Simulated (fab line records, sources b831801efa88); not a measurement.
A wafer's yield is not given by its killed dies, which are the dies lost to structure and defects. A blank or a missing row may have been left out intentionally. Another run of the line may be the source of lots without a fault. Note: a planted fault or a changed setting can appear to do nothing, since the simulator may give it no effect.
Matching of chambers + flow sky130 + SKY_VIA4_CMP_02 on cmp-02 has 4 sister chambers
The step polishes SiO2. 16 wafers are shown with their chamber, then 7 later ones without.

## WAFERS WITH THEIR CHAMBER
| wafer  | chamber | motor current A (A) |
|--------|---------|---------------------|
| L192.1 | 3       | 10.4                |
| L192.2 | 0       | 12.2                |
| L192.6 | 2       | 11.9                |
| L194.1 | 1       | 13.8                |
| L194.3 | 2       | 11.9                |
| L194.6 | 2       | 12.0                |
| L193.2 | 0       | 12.3                |
| L193.3 | 3       | 10.9                |
| L193.5 | 2       | 10.9                |
| L196.2 | 0       | 12.5                |
| L196.3 | 2       | 12.0                |
| L196.4 | 1       | 12.6                |
| L212.2 | 2       | 11.9                |
| L212.5 | 1       | 13.6                |
| L212.6 | 0       | 12.8                |
| L211.5 | 1       | 13.1                |

SIGNATURES (averages over the wafers above)
| reading         | chamber 0 | chamber 1 | chamber 2 | chamber 3 | scatter within a chamber |
|-----------------|-----------|-----------|-----------|-----------|--------------------------|
| motor current A | 12.450    | 13.275    | 11.767    | 10.650    | 0.42                     |
Rule: for a wafer and a chamber, the distance is found by dividing, reading by reading, the gap between the wafer's reading and the chamber's mean by the reading's scatter, squaring, summing and taking the root. If the next closest chamber is less than 2 further off than the closest, the wafer can't be placed; otherwise it belongs to the closest. The scatter: take each reading less its chamber's mean, square it, sum over the shown wafers, divide by the number of wafers less the number of chambers, and take the root.

## WAFERS MISSING THEIR CHAMBER
| wafer  | motor current A (A) |
|--------|---------------------|
| L211.6 | 12.2                |
| L213.1 | 11.1                |
| L213.2 | 13.7                |
| L213.5 | 11.3                |
| L214.2 | 12.3                |
| L214.3 | 13.2                |
| L214.5 | 11.2                |

## THE CHAMBER EACH PASSED THROUGH
| wafer  | from the rows above          | in truth |
|--------|------------------------------|----------|
| L211.6 | can't be placed: 0 or 2 or 1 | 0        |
| L213.1 | can't be placed: 3 or 2      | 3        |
| L213.2 | can't be placed: 1 or 0      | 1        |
| L213.5 | can't be placed: 2 or 3 or 0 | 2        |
| L214.2 | can't be placed: 0 or 2 or 1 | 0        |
| L214.3 | can't be placed: 1 or 0      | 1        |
| L214.5 | can't be placed: 3 or 2 or 0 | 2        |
Correct placement for 0 of the 7. From these rows, 7 cannot be placed; in 7 the true chamber is one of the candidates. Wrongly placed: 0.
